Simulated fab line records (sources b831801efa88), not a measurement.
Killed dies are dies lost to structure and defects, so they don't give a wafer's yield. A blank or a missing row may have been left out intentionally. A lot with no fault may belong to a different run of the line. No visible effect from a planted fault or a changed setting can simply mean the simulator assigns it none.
A struck lot beside a sound one | flow sky130 | 16 steps out of a route of 708
Sound: wafers L736.1, L736.2, L736.6. Struck: wafer L748.6 (left out: L748.2, L748.4 of the same lot, which were not struck); the cause appears at the end.
At each step with rows: each side's tool, then ch and its chambers, then its first start. Under that, the readings that differ: sound wafers | struck wafers | difference of the means | sigmas: that difference in standard deviations of wafers without a fault.
alike: a reading whose means differ by less than 2 such deviations, as well as words and numbers matching on both sides. not compared: withheld readings; readings where some wafer has no value; bounds like >300 that might hide an equal value; numbers whose values overlap and for which the record gives no deviation.
A row with sigmas, a row that says differs or no value, or rows on one side alone: a step with any of these is where the two part. Numbers that don't overlap but have no deviation are shown without sigmas and don't part them. A reading that every wafer of one side lacks parts them only if that side has two wafers or more.

first, 4 steps without rows for these wafers: SKY_LDD_N_IMPLANT_12; SKY_LDD_N_IMPLANT_13; SKY_LDD_N_IMPLANT_14; SKY_LDD_N_IMPLANT_15.
SKY_LDD_N_STRIP_16: strips in O2/N2.
  sound on plasma asher-01 ch 0,1, day 20 10:53; struck on plasma asher-04 ch 0, day 22 16:31
  reading                     | sound       | struck | difference | sigmas
  drypump motor current A (A) | 5.9 5.3 5.4 | 6.7    | +1.2       | +2
  alike: oes product au, strip time to endpoint s
  not compared: rf hours counter h
SKY_LDD_N_TW_MEAS_17:
  sound on film metro-01 at day 20 10:59; struck on film metro-01 at day 22 16:37
  alike: LDD_N_TW
then, 6 steps without rows for these wafers: SKY_LDD_P_DEHYDRATE_00 (time 60 s); SKY_LDD_P_HMDS_01 (prime time 60 s); SKY_LDD_P_COAT_02 (resist thk 1140 nm); SKY_LDD_P_SOFTBAKE_03 (time 60 s); SKY_LDD_P_EXPOSE_04 (exposes mask PSDM, target cd 380 nm); SKY_LDD_P_PEB_05.
SKY_LDD_P_DEVELOP_06: develop time 60 s.
  sound on litho track-03 ch 0, day 21 17:13; struck on litho track-04 ch 0, day 23 22:56
  alike: exhaust pa
SKY_LDD_P_CD_MEAS_07 targets a cd of 380 nm.
  sound on cd sem-01 at day 21 17:22; struck on cd sem-01 at day 23 23:22
  reading    | sound             | struck | difference | sigmas
  cd nm (nm) | 379.5 379.6 378.3 | 397.4  | +18.3      | +9
  not compared: hold
SKY_LDD_P_OVL_MEAS_08:
  sound on overlay-02 at day 21 17:29; struck on overlay-02 at day 24 07:46
  reading | sound | struck                   | difference                   | sigmas
  hold    | - - - | await dispo/8.3h/release | no value on the sound wafers |
  alike: LDD_P_OVL
SKY_PAD_OPEN_PROBE_99:
  the record has rows for the sound wafers here (prober-02, day 47 08:51) and none for the struck ones

WHERE THEY PART
Earliest at SKY_LDD_N_STRIP_16; latest, in this record, at SKY_PAD_OPEN_PROBE_99.

WHY: whatever the simulator had introduced
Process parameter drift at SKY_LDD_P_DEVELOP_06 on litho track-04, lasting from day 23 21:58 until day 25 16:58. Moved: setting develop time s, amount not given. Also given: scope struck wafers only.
